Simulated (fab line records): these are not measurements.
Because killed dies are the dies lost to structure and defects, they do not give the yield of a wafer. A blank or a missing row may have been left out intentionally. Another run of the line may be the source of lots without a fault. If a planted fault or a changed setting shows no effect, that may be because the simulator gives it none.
Which tool is to blame?    flow gf180mcu    Sampling: 24 lots, 72 wafers, 5 of 602 route steps

## WHAT THE GAUGES SHOWED, per wafer
GF_V3_THK_MEAS_03.
lot   measured      on             V3_CVD_02_THK (nm)
L074  day 21 02:31  film_metro-02  843 833 846
L075  day 21 14:16  film_metro-02  848 852 864
L076  day 22 01:49  film_metro-03  837 841 854
L077  day 22 08:04  film_metro-03  846 842 848
L078  day 22 20:16  film_metro-01  840 843 835
L079  day 23 07:42  film_metro-02  854 862 855
L080  day 23 12:12  film_metro-01  857 872 868
L081  day 24 00:47  film_metro-01  833 844 851
L082  day 24 06:13  film_metro-02  854 870 876
L083  day 24 17:52  film_metro-03  851 858 850
L085  day 25 09:48  film_metro-03  848 847 852
L084  day 25 11:52  film_metro-01  842 843 865
L086  day 25 20:34  film_metro-03  833 847 864
L087  day 25 23:40  film_metro-03  837 848 857
L088  day 26 04:49  film_metro-02  843 845 857
L089  day 26 20:34  film_metro-01  854 842 856
L090  day 27 01:34  film_metro-03  838 844 868
L091  day 27 11:52  film_metro-02  836 860 856
L092  day 27 18:59  film_metro-01  832 849 847
L093  day 27 19:38  film_metro-03  835 843 842
L094  day 28 03:25  film_metro-03  833 842 856
L095  day 28 11:41  film_metro-03  851 851 857
L096  day 28 19:31  film_metro-01  851 844 860
L097  day 29 02:20  film_metro-01  832 845 859

GF_V4_THK_MEAS_01.
lot   measured      on             V4_CVD_00_THK (nm)
L074  day 23 04:34  film_metro-01  600 592 596
L075  day 23 15:52  film_metro-01  594 608 596
L076  day 24 02:43  film_metro-02  599 604 601
L077  day 24 08:34  film_metro-02  607 611 608
L078  day 24 21:01  film_metro-04  588 595 598
L079  day 25 06:34  film_metro-02  598 597 597
L080  day 25 10:31  film_metro-02  588 597 588
L081  day 25 22:47  film_metro-04  587 586 585
L082  day 26 03:15  film_metro-04  604 601 600
L083  day 26 15:38  film_metro-01  606 603 598
L085  day 27 06:32  film_metro-02  594 596 603
L084  day 27 08:08  film_metro-01  599 595 598
L086  day 27 17:06  film_metro-01  605 597 604
L087  day 27 19:27  film_metro-04  603 592 603
L088  day 28 00:56  film_metro-01  586 600 592
L089  day 28 15:12  film_metro-04  604 605 597
L090  day 28 21:10  film_metro-01  588 598 600
L091  day 29 05:35  film_metro-02  593 606 606
L092  day 29 12:26  film_metro-01  610 599 598
L093  day 29 12:56  film_metro-02  597 601 596
L094  day 29 20:41  film_metro-02  604 609 598
L095  day 30 03:53  film_metro-01  610 603 603
L096  day 30 11:04  film_metro-02  600 596 601
L097  day 30 17:56  film_metro-01  598 599 604

GF_V5_CD_MEAS_14: target cd 260 nm.
lot   measured      on         cd_nm (nm)
L074  day 27 00:33  cd_sem-02  258.8 259.3 260.2
L075  day 27 08:47  cd_sem-01  258.7 259.9 259.7
L076  day 27 19:13  cd_sem-02  260.1 259.6 259.9
L077  day 28 00:42  cd_sem-01  259.4 258.9 259.0
L078  day 28 11:37  cd_sem-01  256.7 256.5 257.9
L079  day 28 20:47  cd_sem-01  261.1 261.0 260.2
L080  day 28 23:48  cd_sem-01  258.5 258.5 258.3
L081  day 29 10:07  cd_sem-01  258.0 259.8 258.4
L082  day 29 14:40  cd_sem-01  258.9 258.1 259.2
L083  day 30 01:15  cd_sem-02  259.7 258.5 259.5
L085  day 30 15:07  cd_sem-01  260.6 258.9 260.6
L084  day 30 16:24  cd_sem-01  258.9 260.0 259.9
L086  day 31 01:03  cd_sem-02  258.7 259.1 259.2
L087  day 31 01:55  cd_sem-01  257.2 259.1 258.7
L088  day 31 07:42  cd_sem-02  260.5 260.4 261.0
L089  day 31 19:13  cd_sem-01  258.7 259.0 259.8
L090  day 32 02:12  cd_sem-01  257.5 257.1 256.9
L091  day 32 10:02  cd_sem-02  259.4 260.8 260.1
L092  day 32 14:31  cd_sem-02  259.7 259.9 260.8
L093  day 32 15:56  cd_sem-01  257.8 257.8 257.9
L094  day 32 21:40  cd_sem-01  260.4 259.1 259.5
L095  day 33 04:37  cd_sem-01  260.0 258.9 261.4
L096  day 33 11:17  cd_sem-02  261.1 260.1 259.9
L097  day 33 17:04  cd_sem-01  258.5 258.8 259.9

## EACH LOT AND THE TOOL THAT RAN IT (in order: tool; ch and the chambers of the sampled wafers; start)
lot   GF_V1_CVD_02                     GF_M5_STRIP_11
L074  pecvd-02 ch 0,1,2, day 16 20:22  plasma_asher-04 ch 0,1, day 26 02:13
L075  pecvd-03 ch 0,1, day 17 07:00    plasma_asher-02 ch 0,1, day 26 11:35
L076  pecvd-03 ch 1,2, day 17 18:32    plasma_asher-03 ch 0,1, day 26 22:14
L077  pecvd-01 ch 0,2, day 18 02:29    plasma_asher-04 ch 1, day 27 03:30
L078  pecvd-03 ch 0,1,2, day 18 13:20  plasma_asher-03 ch 0,1, day 27 15:32
L079  pecvd-02 ch 0,2, day 19 02:24    plasma_asher-04 ch 0,1, day 27 23:27
L080  pecvd-03 ch 0,1, day 19 06:09    plasma_asher-03 ch 0,1, day 28 02:56
L081  pecvd-02 ch 0,1,2, day 19 19:08  plasma_asher-02 ch 0,1, day 28 14:15
L082  pecvd-01 ch 0,1,2, day 20 03:33  plasma_asher-02 ch 0, day 28 19:03
L083  pecvd-01 ch 0,1, day 20 15:51    plasma_asher-02 ch 0,1, day 29 05:47
L085  pecvd-03 ch 0,1, day 21 09:28    plasma_asher-02 ch 0,1, day 29 19:42
L084  pecvd-03 ch 0,1,2, day 21 10:21  plasma_asher-04 ch 1, day 29 21:24
L086  pecvd-02 ch 0,1,2, day 21 20:42  plasma_asher-03 ch 0,1, day 30 05:58
L087  pecvd-02 ch 1,2, day 22 00:21    plasma_asher-04 ch 0,1, day 30 07:09
L088  pecvd-02 ch 1,2, day 22 07:00    plasma_asher-04 ch 0, day 30 12:39
L089  pecvd-01 ch 0,1, day 22 22:41    plasma_asher-04 ch 0,1, day 31 00:57
L090  pecvd-01 ch 0,1,2, day 23 05:11  plasma_asher-03 ch 0,1, day 31 07:34
L091  pecvd-01 ch 0,2, day 23 17:21    plasma_asher-02 ch 0,1, day 31 15:15
L092  pecvd-03 ch 1,2, day 23 23:32    plasma_asher-02 ch 0,1, day 31 20:26
L093  pecvd-03 ch 0,1,2, day 24 02:00  plasma_asher-03 ch 0, day 31 21:33
L094  pecvd-02 ch 0,1,2, day 24 10:01  plasma_asher-04 ch 0,1, day 32 04:12
L095  pecvd-02 ch 0,1,2, day 24 19:04  plasma_asher-02 ch 0,1, day 32 10:53
L096  pecvd-01 ch 0,1, day 25 02:25    plasma_asher-03 ch 0,1, day 32 17:59
L097  pecvd-02 ch 0,1, day 25 10:18    plasma_asher-04 ch 0,1, day 33 00:16
- GF_V1_CVD_02: deposits SiO2 from TEOS, target thk 850 nm, time 94.851 s.
- GF_M5_STRIP_11: strips in O2/N2.

## WHAT THE TOOLS THEMSELVES READ (means of the sampled wafers that have a number; where no wafer has one, the mark that the record gives instead)
GF_V1_CVD_02.
lot   tool      heater_power_w (W)
L074  pecvd-02  713
L075  pecvd-03  548
L076  pecvd-03  609
L077  pecvd-01  731
L078  pecvd-03  643
L079  pecvd-02  654
L080  pecvd-03  506
L081  pecvd-02  674
L082  pecvd-01  636
L083  pecvd-01  681
L085  pecvd-03  533
L084  pecvd-03  605
L086  pecvd-02  733
L087  pecvd-02  702
L088  pecvd-02  702
L089  pecvd-01  683
L090  pecvd-01  654
L091  pecvd-01  618
L092  pecvd-03  564
L093  pecvd-03  624
L094  pecvd-02  629
L095  pecvd-02  709
L096  pecvd-01  657
L097  pecvd-02  697

GF_M5_STRIP_11.
lot   tool             drypump_motor_current_A (A)  heater_power_w (W)  oes_product_au (a.u.)  strip_time_to_endpoint_s (s)
L074  plasma_asher-04  5.7                          353                 0.543                  7.54
L075  plasma_asher-02  5.7                          320                 0.546                  7.55
L076  plasma_asher-03  6.2                          341                 0.538                  7.49
L077  plasma_asher-04  6.3                          348                 0.540                  7.48
L078  plasma_asher-03  6.2                          343                 0.541                  7.54
L079  plasma_asher-04  5.6                          354                 0.539                  7.50
L080  plasma_asher-03  6.2                          340                 0.545                  7.55
L081  plasma_asher-02  5.6                          310                 0.546                  7.55
L082  plasma_asher-02  5.7                          316                 0.539                  7.48
L083  plasma_asher-02  5.7                          320                 0.542                  7.54
L085  plasma_asher-02  5.7                          321                 0.543                  7.53
L084  plasma_asher-04  6.4                          343                 0.542                  7.49
L086  plasma_asher-03  6.1                          344                 0.544                  7.54
L087  plasma_asher-04  5.6                          354                 0.539                  7.56
L088  plasma_asher-04  5.3                          358                 0.539                  7.46
L089  plasma_asher-04  6.0                          352                 0.541                  7.51
L090  plasma_asher-03  5.7                          328                 0.540                  7.52
L091  plasma_asher-02  5.6                          314                 0.539                  7.49
L092  plasma_asher-02  5.7                          315                 0.543                  7.50
L093  plasma_asher-03  6.7                          357                 0.546                  7.55
L094  plasma_asher-04  6.0                          341                 0.541                  7.53
L095  plasma_asher-02  5.6                          314                 0.542                  7.49
L096  plasma_asher-03  6.2                          348                 0.543                  7.47
L097  plasma_asher-04  6.0                          345                 0.548                  7.55

## THE ANSWER, worked out from the rows above alone
Rule: what is usual is taken from the lots themselves. The widest of any qualifying gaps counts: lots, ordered by their means at a reading, are off when they make up no more than a third of the lots, leave a main group of 4 or more, and stand apart from it by 3 or more times the standard deviation of that group's means. A main group is skipped when, at the precision printed for the reading in the tables above, its means are all equal. Also off: a lot with no number at a reading for which 4 or more lots have one. Any other lot the step has rows for is counted as sound. Order of review: gauges by route order, followed by the tools' own readings, for which a lot's mean as printed above is used. The first step at which some lot is off is used, and at that step the reading that is off furthest; a lot without a number counts as furthest.
No lot is off on any of the readings shown, so nothing can be concluded from this.

## WHAT THE SIMULATOR PUT IN
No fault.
